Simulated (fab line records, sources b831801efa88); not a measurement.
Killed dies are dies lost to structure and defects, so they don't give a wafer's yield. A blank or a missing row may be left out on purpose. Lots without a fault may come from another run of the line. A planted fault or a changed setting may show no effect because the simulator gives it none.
Chamber matching | flow gf180mcu | GF_V4_CMP_04 on cmp-02: 4 sister chambers
The step polishes SiO2. 8 wafers are shown with their chamber, then 12 later ones without.

WAFERS WITH THEIR CHAMBER
wafer  | chamber | motor_current_A (A) | time_to_endpoint_s (s)
L088.2 | 0       | 12.9                | 84
L088.5 | 1       | 11.4                | 89
L089.1 | 3       | 12.6                | 74
L089.2 | 0       | 13.2                | 76
L089.4 | 2       | 11.3                | 80
L090.1 | 1       | 11.8                | 89
L090.5 | 2       | 10.2                | 87
L090.6 | 3       | 12.3                | 86

WAFERS WITHOUT THEIR CHAMBER
wafer  | motor_current_A (A) | time_to_endpoint_s (s)
L091.1 | 12.1                | 80
L091.4 | 11.8                | 90
L091.6 | 10.7                | 83
L092.2 | 11.6                | 88
L092.5 | 13.2                | 89
L092.6 | 11.6                | 92
L093.1 | 13.6                | 82
L093.3 | 10.3                | 87
L093.4 | 11.7                | 97
L095.2 | 11.5                | 85
L095.3 | 12.6                | 75
L095.5 | 12.2                | 81

WHICH CHAMBER EACH WENT THROUGH
wafer  | from the rows above          | in truth
L091.1 | can't be placed: 3 or 1 or 0 | 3
L091.4 | can't be placed: 1 or 3      | 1
L091.6 | 2                            | 2
L092.2 | can't be placed: 1 or 2      | 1
L092.5 | can't be placed: 0 or 3      | 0
L092.6 | can't be placed: 1 or 2      | 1
L093.1 | can't be placed: 0 or 3      | 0
L093.3 | can't be placed: 2 or 1      | 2
L093.4 | can't be placed: 1 or 2      | 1
L095.2 | can't be placed: 1 or 2 or 3 | 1
L095.3 | can't be placed: 3 or 0      | 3
L095.5 | can't be placed: 3 or 0 or 1 | 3
Placed correctly: 1 of 12. Can't be placed from these rows: 11 (the true chamber is among the candidates in 11). Placed wrongly: 0.
How it was worked out, from the rows above alone: a wafer's distance from a chamber is the root of the sum, over the readings, of the square of ((its reading less the chamber's mean) divided by the reading's scatter). The wafer belongs to the nearest chamber; if the next one is less than 2 further off, it can't be placed. A chamber's mean is the mean of its shown wafers. The scatter: the root of (the sum of the squares of (reading less its chamber's mean) over the shown wafers, divided by (wafers less chambers)).
